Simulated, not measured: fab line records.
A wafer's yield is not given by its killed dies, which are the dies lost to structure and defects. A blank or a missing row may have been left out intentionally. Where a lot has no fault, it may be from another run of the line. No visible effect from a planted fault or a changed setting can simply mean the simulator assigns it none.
Which tool was responsible? + flow sky130 + 13 lots with 39 wafers sampled at 5 steps, on a route of 708 steps

## WHAT EACH GAUGE READ, for each wafer
SKY_NWELL_RS_MEAS_29: a four-point-probe measurement.
| lot  | measured     | on           | NWELL_RS (ohm/sq) |
|------|--------------|--------------|-------------------|
| L350 | day 5 15:34  | filmMetro-01 | 626.6 626.0 628.6 |
| L352 | day 6 02:44  | filmMetro-03 | 623.0 622.2 620.9 |
| L356 | day 6 22:22  | filmMetro-03 | 624.9 623.9 624.8 |
| L357 | day 7 05:26  | filmMetro-04 | 624.8 623.5 624.9 |
| L359 | day 7 19:20  | filmMetro-01 | 625.7 627.3 624.8 |
| L360 | day 8 03:20  | filmMetro-01 | 624.1 623.7 623.0 |
| L361 | day 8 10:31  | filmMetro-03 | 624.9 625.3 622.4 |
| L363 | day 8 19:17  | filmMetro-01 | 623.3 620.7 621.6 |
| L365 | day 9 10:52  | filmMetro-04 | 621.8 625.9 624.6 |
| L366 | day 9 14:39  | filmMetro-01 | 624.9 623.6 623.0 |
| L368 | day 10 05:32 | filmMetro-04 | 617.0 617.8 616.0 |
| L371 | day 10 21:56 | filmMetro-01 | 613.2 613.3 612.7 |
| L372 | day 11 01:26 | filmMetro-03 | 612.1 613.4 611.9 |

SKY_GATE_OXIDE_OVL_MEAS_10.
| lot  | measured     | on         | GATE_OXIDE_OVL (nm) |
|------|--------------|------------|---------------------|
| L350 | day 14 03:48 | overlay-01 | 0.9 1.3 1.1         |
| L352 | day 14 19:56 | overlay-02 | -0.9 0.1 -0.2       |
| L356 | day 15 22:07 | overlay-02 | -0.7 -0.8 -2.0      |
| L357 | day 16 09:26 | overlay-02 | -1.7 -1.7 -0.6      |
| L359 | day 17 05:54 | overlay-01 | -2.5 -0.3 -1.7      |
| L360 | day 17 20:02 | overlay-01 | -0.8 2.3 0.9        |
| L361 | day 18 05:41 | overlay-02 | -2.9 -2.3 -2.4      |
| L363 | day 20 04:05 | overlay-02 | -1.0 -2.1 -1.4      |
| L365 | day 20 05:34 | overlay-01 | -1.1 -0.5 -1.0      |
| L366 | day 20 05:20 | overlay-01 | -0.3 -1.3 0.4       |
| L368 | day 20 14:14 | overlay-02 | -0.5 1.3 -0.9       |
| L371 | day 21 19:17 | overlay-02 | -0.6 -1.3 0.8       |
| L372 | day 21 20:11 | overlay-02 | -0.6 -1.5 -0.9      |

SKY_POLY_GATE_THK_MEAS_01.
| lot  | measured     | on           | POLY_GATE_CVD_00_THK (nm) |
|------|--------------|--------------|---------------------------|
| L350 | day 14 09:06 | filmMetro-02 | 180.2 179.9 179.6         |
| L352 | day 15 00:14 | filmMetro-04 | 177.1 177.1 176.9         |
| L356 | day 16 02:52 | filmMetro-02 | 177.2 177.6 180.5         |
| L357 | day 16 18:26 | filmMetro-04 | 180.7 179.6 178.3         |
| L359 | day 17 11:43 | filmMetro-03 | 179.3 179.9 180.6         |
| L360 | day 17 23:16 | filmMetro-02 | 180.1 179.2 180.4         |
| L361 | day 18 10:25 | filmMetro-03 | 181.2 181.6 181.2         |
| L363 | day 20 07:58 | filmMetro-03 | 181.3 181.3 181.0         |
| L365 | day 20 10:22 | filmMetro-02 | 181.6 180.8 181.3         |
| L366 | day 20 10:20 | filmMetro-04 | 179.7 179.0 179.2         |
| L368 | day 20 18:33 | filmMetro-04 | 176.3 178.3 177.7         |
| L371 | day 21 22:31 | filmMetro-02 | 181.2 180.4 180.7         |
| L372 | day 21 23:43 | filmMetro-04 | 176.7 177.7 176.9         |

SKY_LDD_N_TW_MEAS_17.
| lot  | measured     | on           | LDD_N_TW       |
|------|--------------|--------------|----------------|
| L350 | day 18 05:50 | filmMetro-02 | 2576 2571 2571 |
| L352 | day 18 18:49 | filmMetro-01 | 2524 2521 2529 |
| L356 | day 20 00:39 | filmMetro-01 | 2508 2502 2536 |
| L357 | day 20 16:53 | filmMetro-03 | 2564 2562 2554 |
| L359 | day 21 12:53 | filmMetro-01 | 2515 2521 2518 |
| L360 | day 22 01:58 | filmMetro-03 | 2578 2572 2551 |
| L361 | day 22 11:19 | filmMetro-01 | 2538 2532 2542 |
| L363 | day 24 06:34 | filmMetro-03 | 2551 2551 2558 |
| L365 | day 24 09:12 | filmMetro-03 | 2560 2558 2562 |
| L366 | day 24 11:20 | filmMetro-01 | 2516 2518 2512 |
| L368 | day 24 16:39 | filmMetro-02 | 2570 2570 2575 |
| L371 | day 26 14:31 | filmMetro-02 | 2576 2587 2568 |
| L372 | day 26 14:56 | filmMetro-03 | 2553 2552 2536 |

## WHAT TOOL EACH LOT RAN ON (gives the tool, then ch and the chambers of the sampled wafers, and finally the start)
| lot  | SKY_NWELL_IMPLANT_13            |
|------|---------------------------------|
| L350 | implanter-03 ch 0, day 4 21:40  |
| L352 | implanter-02 ch 0, day 5 08:16  |
| L356 | implanter-02 ch 0, day 6 03:03  |
| L357 | implanter-02 ch 0, day 6 09:29  |
| L359 | implanter-02 ch 0, day 6 21:50  |
| L360 | implanter-02 ch 0, day 7 06:35  |
| L361 | implanter-01 ch 0, day 7 13:55  |
| L363 | implanter-03 ch 0, day 7 22:11  |
| L365 | implanter-03 ch 0, day 8 13:25  |
| L366 | implanter-02 ch 0, day 8 17:17  |
| L368 | implanter-02 ch 0, day 9 07:19  |
| L371 | implanter-02 ch 0, day 9 22:41  |
| L372 | implanter-02 ch 0, day 10 02:29 |
- SKY_NWELL_IMPLANT_13

## AS READ BY THE TOOLS THEMSELVES (means over the sampled wafers that have a number; for cases with no such wafer, the mark the record gives instead)
SKY_NWELL_IMPLANT_13.
| lot  | tool         | doseIonsCm2 | faradayCurrentUA |
|------|--------------|-------------|------------------|
| L350 | implanter-03 | 6.995e+11   | 3.94             |
| L352 | implanter-02 | 6.997e+11   | 3.95             |
| L356 | implanter-02 | 7.004e+11   | 3.92             |
| L357 | implanter-02 | 7.002e+11   | 3.97             |
| L359 | implanter-02 | 6.987e+11   | 3.93             |
| L360 | implanter-02 | 7.002e+11   | 3.99             |
| L361 | implanter-01 | 7.003e+11   | 3.97             |
| L363 | implanter-03 | 7.004e+11   | 3.97             |
| L365 | implanter-03 | 7.005e+11   | 3.92             |
| L366 | implanter-02 | 6.998e+11   | 3.99             |
| L368 | implanter-02 | 1.057e+12   | 6.08             |
| L371 | implanter-02 | 1.058e+12   | 5.84             |
| L372 | implanter-02 | 1.058e+12   | 6.03             |

## THE ANSWER, worked out from the rows above alone
Rule: what is usual is taken from the lots themselves. The widest of any qualifying gaps counts: lots, ordered by their means at a reading, are off when they make up no more than a third of the lots, leave a main group of 4 or more, and stand apart from it by 3 or more times the standard deviation of that group's means. If all means in a main group match to the digits the tables above print for the reading, that group is not used. A lot without any number at a reading at which 4 lots or more have one is off too. Where the step has rows for the other lots, those lots are counted as sound. Order of review: gauges by route order, followed by the tools' own readings, for which a lot's mean as printed above is used. At the first step where some lot is off, the reading lying furthest off is the one used; lots without a number count as furthest.
Off: L368, L371, L372, seen at SKY_NWELL_RS_MEAS_29 (NWELL_RS). For the main group the mean is 624.2 ohm/sq and the standard deviation 1.5.
If a tool, at a process step before that reading, ran all the lots that are off and no sound lot after the first of them, it fits. The gauges at SKY_NWELL_RS_MEAS_29 aren't tried: what is off there is off at SKY_NWELL_IMPLANT_13 too, on other tools, and a gauge's error can't cause that. One fits: SKY_NWELL_IMPLANT_13 on implanter-02. A fault onset in the window from L366 (day 8 17:17, its last sound lot) to L368 (day 9 07:19, its first lot off) fits.
The tool's own readings at SKY_NWELL_IMPLANT_13 bear it out: on the lots that are off they differ by more than 5 times the standard deviation of the sound lots' means. doseIonsCm2 reads 1.058e+12 there against 7.000e+11 on the sound lots; faradayCurrentUA reads 5.98 there against 3.96 on the sound lots.

## WHAT THE SIMULATOR PUT IN
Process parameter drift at SKY_NWELL_IMPLANT_13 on implanter-02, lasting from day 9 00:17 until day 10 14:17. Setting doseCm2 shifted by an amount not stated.
Struck lots among those shown: L368, L371, L372. The rule above reached the same finding.
